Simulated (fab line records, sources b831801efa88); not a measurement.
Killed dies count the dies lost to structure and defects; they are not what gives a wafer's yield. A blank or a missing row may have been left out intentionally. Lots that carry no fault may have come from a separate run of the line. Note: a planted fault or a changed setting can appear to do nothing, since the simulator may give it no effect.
Split-lot experiment -- flow sky130 -- route with 708 steps; 5 lots, 23 wafers read

ON THE SPLIT
At SKY_RES_PROTECT_SOFTBAKE_03 (time 60 s), the setting temp c was moved away from the recipe's 90 C on 8 of the 23 wafers read, by -1.2% to +3.7%. All remaining wafers had this setting at the recipe value.

FROM THE SPLIT TO THE READING: what the file shows between them, 2 steps
- SKY_RES_PROTECT_EXPOSE_04: exposes mask RPM, target cd 1270 nm
- SKY_RES_PROTECT_PEB_05

THE READING
NOVOLAK_of_RES_PROTECT_COAT_02.thk nm (the simulator's own value, which no gauge read), in nm, at SKY_RES_PROTECT_DEVELOP_06 (develop time 60 s). The file gives no usual value for it. Here, 15 wafers ran the recipe; their average is 1139 nm with a standard deviation of 3.4 nm.

wafer,"tool, chamber at the split","temp c as run, C",against the recipe,"NOVOLAK_of_RES_PROTECT_COAT_02.thk nm, nm",against lot-mates on the recipe
L074.1,"litho track-03, 0",92.5,+2.8%,1128,-6
L074.3,"litho track-03, 0",92.5,+2.8%,1127,-7
L074.4,"litho track-03, 0",90,recipe,1135,-
L074.5,"litho track-03, 0",90,recipe,1131,-
L074.6,"litho track-03, 0",90,recipe,1137,-
L075.1,"litho track-02, 0",90,recipe,1135,-
L075.3,"litho track-02, 0",90,recipe,1136,-
L075.4,"litho track-02, 0",90,recipe,1138,-
L079.1,"litho track-01, 0",90,recipe,1143,-
L079.2,"litho track-01, 0",90,recipe,1143,-
L079.4,"litho track-01, 0",93.37,+3.7%,1135,-8
L079.5,"litho track-01, 0",93.37,+3.7%,1135,-8
L079.6,"litho track-01, 0",93.37,+3.7%,1137,-6
L082.2,"litho track-03, 0",90,recipe,1139,-
L082.3,"litho track-03, 0",88.88,-1.2%,1142,+4
L082.4,"litho track-03, 0",90,recipe,1138,-
L082.5,"litho track-03, 0",88.88,-1.2%,1144,+6
L082.6,"litho track-03, 0",88.88,-1.2%,1143,+4
L084.1,"litho track-02, 0",90,recipe,1141,-
L084.6,"litho track-02, 0",90,recipe,1141,-
L084.2,"litho track-02, 0",90,recipe,1143,-
L084.3,"litho track-02, 0",90,recipe,1140,-
L084.5,"litho track-02, 0",90,recipe,1142,-

FIT RESULTS
A straight line over all 23 wafers: NOVOLAK_of_RES_PROTECT_COAT_02.thk nm changes by -1.88 nm for each +1% of temp c; r = -0.62; the points scatter about the line by 3.8 nm.
The same after taking each lot's own level away (the mean of its wafers on the recipe; 23 wafers): -2.28 nm for each +1%; r = -0.93; scatter 1.5 nm.
On that fit, the largest move of temp c shifts the reading by 8.5 nm.
Across the lots, their own levels run from 1134.3 to 1143.0 nm, a range of 2.5 times the standard deviation given above.
So the lot-to-lot level blurs the effect unless lot-mates are compared.
Check: with one of the wafers moved furthest among these (+3.7%) left out of the fit, the line predicts -8.25 nm for it against its lot-mates. Against them it came out at -8 nm.

OTHER SPLITS APPLIED TO THESE WAFERS
Before the reading, these wafers also passed through other splits. Each is held against what the fit with the lots' levels taken away leaves over:
other split on the same wafers,wafers away from the commonest value,r with NOVOLAK_of_RES_PROTECT_COAT_02.thk nm (lot level and that fit taken away)
SKY_SONOS_ONO_CVD_04 time s,15,+0.28

THE WHOLE CHAIN: every reading that the file lists as answering this split, in the file's order
step,what it does,reading,change (the file's fit),r (the file's)
SKY_RES_PROTECT_SOFTBAKE_03,time 60 s,"NOVOLAK_of_RES_PROTECT_COAT_02.thk nm (the simulator's own value, which no gauge read)",-2.1 nm for each +1% of the setting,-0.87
SKY_RES_PROTECT_DEVELOP_06,develop time 60 s,"NOVOLAK_of_RES_PROTECT_COAT_02.thk nm (the simulator's own value, which no gauge read)",-2.29 nm for each +1% of the setting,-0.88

THE FILE'S OWN FIT
NOVOLAK_of_RES_PROTECT_COAT_02.thk nm changes by -2.29 nm for each +1% of temp c, r = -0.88.
